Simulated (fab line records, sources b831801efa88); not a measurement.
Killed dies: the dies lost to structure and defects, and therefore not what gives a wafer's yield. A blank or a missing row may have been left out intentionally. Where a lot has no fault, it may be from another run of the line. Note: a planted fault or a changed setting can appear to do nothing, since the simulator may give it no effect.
fab line records	flow sky130
record lots=14	wafers=42	lastDay=50
route steps=708 shown FIELD_ISO@1 VT_ADJUST_PCH@145 SONOS_TUNNEL@166 SONOS_ONO@171 POLY_GATE@218
lots that met no fault: taken from a fault-free run of the same line
startH: the number of hours between the record's first day and the start of the first shown wafer of the lot	waitH: hours elapsed since this lot's preceding step	" repeats the value in the row above	L1.1+2: a row that stands for several wafers	- no value, or no start was given	* or withheld: withheld	< > ~ a bound
route shown NAME@n: NAME is a module with steps in the file, n the number in the route of the first one	usual: mean/standard deviation taken from wafers without a fault	same: alike in all rows	chamber/n: place in a boat	sites: the reading at each site	_std_site: standard deviation across them	_edge_site: inner sites' mean taken away from outer sites' mean	radiusMm: for every site, how far away it sits from the centre of the wafer	mask NAME#n: copy n	behind: the tool/chamber that last shaped the wafer	hold: reason for holding the lot/hours on hold/outcome of the hold	device: whichever transistor did not switch (one of n, p or np)	end of line: the route-end tests of the same wafers	step lacking rows: just its recipe	killed: dies lost to structure and defects at the first sort, not the wafer's yield	map: shows each die of a wafer: x if killed, . if not, _ if none is there
set.NAME: the setting the step ran with; set.NAME@STEP: the setting that earlier step ran with	model.NAME: the simulator's own value behind a step, which no gauge read
steps of the route over a sample of lots; a table a step, a row a wafer
## steps
# step SKY_FIELD_ISO_BOW_MEAS_00
# recipe mode=bow
# usual INCOMING_BOW=1/6.5
lot.wafer	tool	chamber	startH	waitH	INCOMING_BOW[um]
L140.2	filmMetro-01	-	20.02	-	-11
L140.4	"	-	"	"	-2
L140.5	"	-	"	"	3
L141.1	filmMetro-01	-	25.00	-	-4
L141.5	"	-	"	"	-7
L141.6	"	-	"	"	1
L142.1	filmMetro-01	-	30.00	-	6
L142.3	"	-	"	"	-4
L142.5	"	-	"	"	1
L143.1	filmMetro-03	-	35.00	-	-5
L143.5	"	-	"	"	11
L143.6	"	-	"	"	5
L145.3	filmMetro-02	-	45.04	-	3
L145.4	"	-	"	"	5
L145.5	"	-	"	"	6
L146.1	filmMetro-02	-	50.00	-	13
L146.2	"	-	"	"	-7
L146.4	"	-	"	"	7
L149.1	filmMetro-03	-	65.00	-	10
L149.5	"	-	"	"	-4
L149.6	"	-	"	"	0
L150.2	filmMetro-02	-	70.02	-	11
L150.3	"	-	"	"	-3
L150.4	"	-	"	"	6
L151.1	filmMetro-01	-	75.00	-	1
L151.2	"	-	"	"	-1
L151.3	"	-	"	"	8
L152.1	filmMetro-01	-	80.00	-	9
L152.2	"	-	"	"	4
L152.3	"	-	"	"	-8
L157.1	filmMetro-01	-	105.00	-	10
L157.4	"	-	"	"	-9
L157.6	"	-	"	"	8
L158.2	filmMetro-02	-	110.02	-	7
L158.5	"	-	"	"	8
L158.6	"	-	"	"	8
L159.3	filmMetro-01	-	115.04	-	-10
L159.4	"	-	"	"	-12
L159.5	"	-	"	"	-4
L161.1	filmMetro-01	-	125.00	-	5
L161.3	"	-	"	"	4
L161.6	"	-	"	"	-3
# step SKY_VT_ADJUST_PCH_COAT_02
# recipe spinRpm=2000	resistThkNm=3000
# usual chillPlateTempC=23.01/0.11	dispensePressureKPa=49.1/0.53
lot.wafer	tool	chamber	startH	waitH	chillPlateTempC	dispensePressureKPa
L140.2	lithoTrack-03	0	227.05	0.1	23.02	49.5
L140.4	"	0	"	"	22.85	49.5
L140.5	"	0	"	"	22.85	49.5
L141.1	lithoTrack-02	0	233.79	0.1	23.24	49.2
L141.5	"	0	"	"	23.10	49.2
L141.6	"	0	"	"	23.22	49.2
L142.1	lithoTrack-03	0	240.72	0.1	23.03	49.5
L142.3	"	0	"	"	23.08	49.5
L142.5	"	0	"	"	23.05	49.5
L143.1	lithoTrack-03	0	252.47	0.1	22.85	49.5
L143.5	"	0	"	"	23.07	49.5
L143.6	"	0	"	"	22.87	49.6
L145.3	lithoTrack-03	0	259.92	0.1	23.18	49.6
L145.4	"	0	"	"	23.13	49.5
L145.5	"	0	"	"	23.11	49.5
L146.1	lithoTrack-04	0	266.54	0.1	22.81	48.2
L146.2	"	0	"	"	22.90	48.2
L146.4	"	0	"	"	22.86	48.2
L149.1	lithoTrack-02	-	293.14	0.1	-	-
L149.5	"	-	"	"	-	-
L149.6	"	-	"	"	-	-
L150.2	lithoTrack-03	-	299.85	0.1	-	-
L150.3	"	-	"	"	-	-
L150.4	"	-	"	"	-	-
L151.1	lithoTrack-02	0	304.29	0.1	22.95	49.2
L151.2	"	0	"	"	23.03	49.3
L151.3	"	0	"	"	22.99	49.2
L152.1	lithoTrack-03	0	313.92	0.1	22.78	49.5
L152.2	"	0	"	"	22.69	49.6
L152.3	"	0	"	"	22.87	49.5
L157.1	lithoTrack-02	0	371.29	0.1	23.08	49.2
L157.4	"	0	"	"	23.14	49.2
L157.6	"	0	"	"	23.01	49.2
L159.3	lithoTrack-02	0	377.54	0.1	23.04	49.2
L159.4	"	0	"	"	23.18	49.1
L159.5	"	0	"	"	23.05	49.2
L158.2	lithoTrack-03	0	379.70	0.1	23.24	49.5
L158.5	"	0	"	"	23.20	49.5
L158.6	"	0	"	"	23.04	49.5
L161.1	lithoTrack-04	0	387.83	0.1	22.98	48.1
L161.3	"	0	"	"	23.02	48.1
L161.6	"	0	"	"	23.03	48.1
# step SKY_VT_ADJUST_PCH_OVL_MEAS_07
# usual VT_ADJUST_PCH_OVL=0.5/1.3
lot.wafer	tool	chamber	startH	waitH	VT_ADJUST_PCH_OVL[nm]
L140.2	overlay-01	-	239.44	-	1.6
L140.4	"	-	"	"	1.4
L140.5	"	-	"	"	1.3
L141.1	overlay-01	-	245.54	-	2.1
L141.5	"	-	"	"	1.8
L141.6	"	-	"	"	0.7
L142.1	overlay-01	-	252.69	-	-0.7
L142.3	"	-	"	"	0.5
L142.5	"	-	"	"	0.0
L143.1	overlay-02	-	265.02	-	-2.2
L143.5	"	-	"	"	-3.2
L143.6	"	-	"	"	-1.4
L145.3	overlay-01	-	270.95	-	-0.7
L145.4	"	-	"	"	0.0
L145.5	"	-	"	"	-1.4
L146.1	overlay-01	-	278.87	-	2.3
L146.2	"	-	"	"	0.4
L146.4	"	-	"	"	0.1
L149.1	overlay-02	-	305.53	-	-
L149.5	"	-	"	"	-
L149.6	"	-	"	"	-
L150.2	overlay-02	-	313.34	-	-
L150.3	"	-	"	"	-
L150.4	"	-	"	"	-
L151.1	overlay-02	-	316.87	-	-0.6
L151.2	"	-	"	"	-0.4
L151.3	"	-	"	"	-0.4
L152.1	overlay-01	-	327.18	-	3.0
L152.2	"	-	"	"	-1.5
L152.3	"	-	"	"	1.6
L157.1	overlay-02	-	385.99	-	1.4
L157.4	"	-	"	"	1.3
L157.6	"	-	"	"	0.4
L159.3	overlay-02	-	392.15	-	0.6
L159.4	"	-	"	"	1.1
L159.5	"	-	"	"	0.1
L158.2	overlay-02	-	395.28	-	-1.6
L158.5	"	-	"	"	0.0
L158.6	"	-	"	"	1.6
L161.1	overlay-02	-	402.68	-	1.0
L161.3	"	-	"	"	0.7
L161.6	"	-	"	"	1.7
# step SKY_SONOS_TUNNEL_TW_MEAS_12
# usual SONOS_TUNNEL_TW=198.0/2.4
lot.wafer	tool	chamber	startH	waitH	SONOS_TUNNEL_TW
L140.2	filmMetro-01	-	263.50	0.0	199.0
L140.4	"	-	"	"	199.7
L140.5	"	-	"	"	198.2
L141.1	filmMetro-04	-	270.15	0.0	196.0
L141.5	"	-	"	"	195.0
L141.6	"	-	"	"	194.3
L142.1	filmMetro-01	-	277.32	0.0	198.0
L142.3	"	-	"	"	198.6
L142.5	"	-	"	"	198.6
L143.1	filmMetro-01	-	290.61	0.0	200.2
L143.5	"	-	"	"	201.1
L143.6	"	-	"	"	200.4
L145.3	filmMetro-02	-	296.50	0.0	201.3
L145.4	"	-	"	"	201.6
L145.5	"	-	"	"	200.8
L146.1	filmMetro-01	-	304.94	0.0	198.9
L146.2	"	-	"	"	199.6
L146.4	"	-	"	"	200.5
L149.1	filmMetro-02	-	332.00	0.0	216.9
L149.5	"	-	"	"	215.7
L149.6	"	-	"	"	215.7
L150.2	filmMetro-04	-	341.32	0.0	209.1
L150.3	"	-	"	"	209.7
L150.4	"	-	"	"	208.6
L151.1	filmMetro-01	-	344.36	0.0	200.0
L151.2	"	-	"	"	198.3
L151.3	"	-	"	"	198.4
L152.1	filmMetro-01	-	354.79	0.0	199.1
L152.2	"	-	"	"	198.1
L152.3	"	-	"	"	197.6
L157.1	filmMetro-02	-	416.62	0.0	200.3
L157.4	"	-	"	"	200.2
L157.6	"	-	"	"	200.4
L159.3	filmMetro-01	-	422.13	0.0	198.8
L159.4	"	-	"	"	198.5
L159.5	"	-	"	"	198.4
L158.2	filmMetro-04	-	425.01	0.0	194.5
L158.5	"	-	"	"	195.5
L158.6	"	-	"	"	194.5
L161.1	filmMetro-01	-	432.50	0.0	197.5
L161.3	"	-	"	"	198.9
L161.6	"	-	"	"	197.7
# step SKY_SONOS_ONO_THK_MEAS_03
# recipe reads=Si3N4_of_SONOS_ONO_CVD_02
# usual SONOS_ONO_CVD_02_THK=10.38/0.15
lot.wafer	tool	chamber	startH	waitH	SONOS_ONO_CVD_02_THK[nm]
L140.2	filmMetro-02	-	269.62	0.0	10.59
L140.4	"	-	"	"	10.64
L140.5	"	-	"	"	10.74
L141.1	filmMetro-02	-	278.18	0.0	10.32
L141.5	"	-	"	"	10.25
L141.6	"	-	"	"	10.35
L142.1	filmMetro-01	-	281.02	0.0	10.34
L142.3	"	-	"	"	10.47
L142.5	"	-	"	"	10.38
L143.1	filmMetro-02	-	297.20	0.0	10.50
L143.5	"	-	"	"	10.29
L143.6	"	-	"	"	10.35
L146.1	filmMetro-03	-	308.73	0.0	10.43
L146.2	"	-	"	"	10.43
L146.4	"	-	"	"	10.42
L145.3	filmMetro-01	-	308.75	0.0	10.35
L145.4	"	-	"	"	10.22
L145.5	"	-	"	"	10.27
L149.1	filmMetro-03	-	336.60	0.0	10.45
L149.5	"	-	"	"	10.39
L149.6	"	-	"	"	10.47
L150.2	filmMetro-01	-	346.68	0.0	10.55
L150.3	"	-	"	"	10.51
L150.4	"	-	"	"	10.58
L151.1	filmMetro-03	-	347.84	0.0	10.38
L151.2	"	-	"	"	10.41
L151.3	"	-	"	"	10.64
L152.1	filmMetro-01	-	362.04	0.0	10.58
L152.2	"	-	"	"	10.38
L152.3	"	-	"	"	10.48
L157.1	filmMetro-01	-	422.50	0.0	10.42
L157.4	"	-	"	"	10.50
L157.6	"	-	"	"	10.58
L159.3	filmMetro-03	-	428.11	0.0	10.56
L159.4	"	-	"	"	10.58
L159.5	"	-	"	"	10.60
L158.2	filmMetro-03	-	429.15	0.0	10.05
L158.5	"	-	"	"	10.14
L158.6	"	-	"	"	10.14
L161.1	filmMetro-01	-	435.89	0.0	10.36
L161.3	"	-	"	"	10.18
L161.6	"	-	"	"	10.12
# step SKY_POLY_GATE_THK_MEAS_04
# recipe reads=Si3N4_of_POLY_GATE_CVD_03
# usual POLY_GATE_CVD_03_THK=74.8/0.63
lot.wafer	tool	chamber	startH	waitH	POLY_GATE_CVD_03_THK[nm]
L140.2	filmMetro-04	-	360.48	0.0	75.1
L140.4	"	-	"	"	75.3
L140.5	"	-	"	"	75.7
L141.1	filmMetro-04	-	367.28	0.0	74.3
L141.5	"	-	"	"	73.9
L141.6	"	-	"	"	74.3
L142.1	filmMetro-04	-	372.78	0.0	74.2
L142.3	"	-	"	"	74.5
L142.5	"	-	"	"	74.4
L143.1	filmMetro-03	-	386.14	0.0	75.2
L143.5	"	-	"	"	75.4
L143.6	"	-	"	"	75.9
L145.3	filmMetro-03	-	402.12	0.0	76.1
L145.4	"	-	"	"	75.9
L145.5	"	-	"	"	76.2
L146.1	filmMetro-02	-	403.46	0.0	75.5
L146.2	"	-	"	"	75.1
L146.4	"	-	"	"	75.4
L149.1	filmMetro-02	-	432.28	0.0	75.9
L149.5	"	-	"	"	74.8
L149.6	"	-	"	"	76.0
L151.1	filmMetro-02	-	441.89	0.0	74.9
L151.2	"	-	"	"	74.5
L151.3	"	-	"	"	73.5
L150.2	filmMetro-04	-	443.26	0.0	74.3
L150.3	"	-	"	"	74.7
L150.4	"	-	"	"	74.6
L152.1	filmMetro-03	-	460.85	0.0	74.3
L152.2	"	-	"	"	74.0
L152.3	"	-	"	"	74.3
L157.1	filmMetro-03	-	523.19	0.0	75.0
L157.4	"	-	"	"	74.6
L157.6	"	-	"	"	75.0
L159.3	filmMetro-02	-	529.37	0.0	74.7
L159.4	"	-	"	"	74.2
L159.5	"	-	"	"	74.7
L158.2	filmMetro-03	-	534.10	0.0	73.4
L158.5	"	-	"	"	74.5
L158.6	"	-	"	"	74.6
L161.1	filmMetro-04	-	537.35	0.0	73.2
L161.3	"	-	"	"	74.1
L161.6	"	-	"	"	74.1
## key
firstSign step=SKY_VT_ADJUST_PCH_COAT_02	reading=toolRecord	direction=missing
effect step=SKY_VT_ADJUST_PCH_OVL_MEAS_07	reading=VT_ADJUST_PCH_OVL	direction=missing
effect step=SKY_SONOS_TUNNEL_TW_MEAS_12	reading=SONOS_TUNNEL_TW	direction=up	sigmas=6.1	usual=198.0	struck=212.6
metAt SKY_VT_ADJUST_PCH_COAT_02
struckLots L149,L150
sortLeftOut L149.1,L149.5,L149.6,L150.2,L150.3,L150.4
testerLeftOut L149,L150
notActingAt SKY_FIELD_ISO_BOW_MEAS_00,SKY_SONOS_ONO_THK_MEAS_03,SKY_POLY_GATE_THK_MEAS_04
onsetBetween 259.92 293.14
fault kind=skippedStepWhole	tool=lithoTrack-02,lithoTrack-03	chamber=-	onsetH=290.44	steps=SKY_VT_ADJUST_PCH_COAT_02	scope=struckLotsOnly
# testerLeftOut: of these lots the tester's yield and bins aren't shown, on N5 and GAA mostly nor the transistor test; their killed dies are dies lost to structure and defects alone, not to doping, threshold or leakage, so they don't give the yield
# sortLeftOut: the simulated sort isn't trusted on such a fault, so these wafers' sort isn't shown, and their yield isn't known
